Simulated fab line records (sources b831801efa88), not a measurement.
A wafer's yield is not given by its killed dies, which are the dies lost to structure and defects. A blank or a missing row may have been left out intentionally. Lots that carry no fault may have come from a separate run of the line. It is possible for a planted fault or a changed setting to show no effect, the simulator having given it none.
Code-filled problem report in 8D (eight disciplines) form | flow gf180mcu | the parts of the form that need people (team, actions taken, sign-off) are left out

1. THE ISSUE
Mean NSD_RS at GF_PSD_RS_MEAS_14: 47.13 ohm/sq over 6 wafers in 2 lots; fault-free wafers: 46.14 ohm/sq, standard deviation 0.083. That is +12 standard deviations from the usual mean.
The step: measures by four-point-probe.
First observed at day 16 19:01: wafer L423.1, on filmMetro-02. At this step, 36 wafers from 12 lots have a number in the record. Rule for "out", or "out of limits": more than 4 standard deviations from the usual mean. Any other wafer with a number is counted as sound.

2. WHAT THIS IS AND IS NOT
question                    | is                         | is not
which readings at this step | NSD_RS                     | -
which lots                  | L423, L424                 | L420, L422, L427, L428, L431, L434, L435, L436, L438, L439
which wafers of those lots  | all that have a number     | -
read on which gauges        | filmMetro-02, filmMetro-04 | filmMetro-01
when                        | from day 16 19:01          | up to then (6 sound wafers); but 24 sound wafers of L427, L428, L431, L434, L435, L436, L438, L439 came after

3. SUSPECTS, AND WHAT RULES EACH OUT
Counting: a tool at a process step up to the reading stays a suspect if it ran every lot that is out and no sound lot after the first of them.
- the gauge at GF_PSD_RS_MEAS_14 has been ruled out. The wafers that are out were read on 2 gauges (filmMetro-02, filmMetro-04).
- implanter-02 at GF_NSD_IMPLANT_10: ruled out as a lasting fault. After its first lot that is out, L423 (day 15 20:23), sound lots L434, L439 ran on it.
- plasmaAsher-02 at GF_NSD_STRIP_11 (strips in O2/N2): ruled out as a lasting fault. After its first lot that is out, L423 (day 15 20:32), sound lots L431, L436 ran on it.
Left after counting: nothing in the record.

4. THE CAUSE (what the simulator had put in)
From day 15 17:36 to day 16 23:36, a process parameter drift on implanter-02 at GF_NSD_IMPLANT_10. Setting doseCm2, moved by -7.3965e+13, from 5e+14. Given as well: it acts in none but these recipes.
Counting ruled it out, wrongly: the rule takes a fault to strike every lot that its tool runs from its start on, and this one did not.

5. SEQUENCE OF EFFECTS, ordered by route
One row per reading whose mean, taken over the struck wafers that have a number, lies over 3 standard deviations from the usual. Only readings for which the record gives a usual standard deviation are gone through. hours: the time from each lot's start at the first step in this table that gives one to its start at this step, as a median over the lots. sigmas: the change in usual standard deviations.
hours | step              | reading          | usual        | on struck wafers | change | sigmas
0     | GF_NSD_IMPLANT_10 | doseIonsCm2      | 5e+14        | 4e+14            | -7e+13 | -99 or more
0     | GF_NSD_IMPLANT_10 | faradayCurrentUA | 2797         | 2408             | -389   | -7.6
22    | GF_PSD_RS_MEAS_14 | NSD_RS           | 46.14 ohm/sq | 47.13            | +0.99  | +12
The process steps in it:
- GF_NSD_IMPLANT_10

6. WHAT WOULD HAVE CAUGHT IT SOONER
The first out-of-limits reading at a measuring or inspecting step in this record came at day 16 19:01, 25 hours after the fault's start at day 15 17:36.
Tool's own readings at GF_NSD_IMPLANT_10, doseIonsCm2, faradayCurrentUA: out on all struck wafers the step has rows for; an alarm limit on them would have tripped on the first.
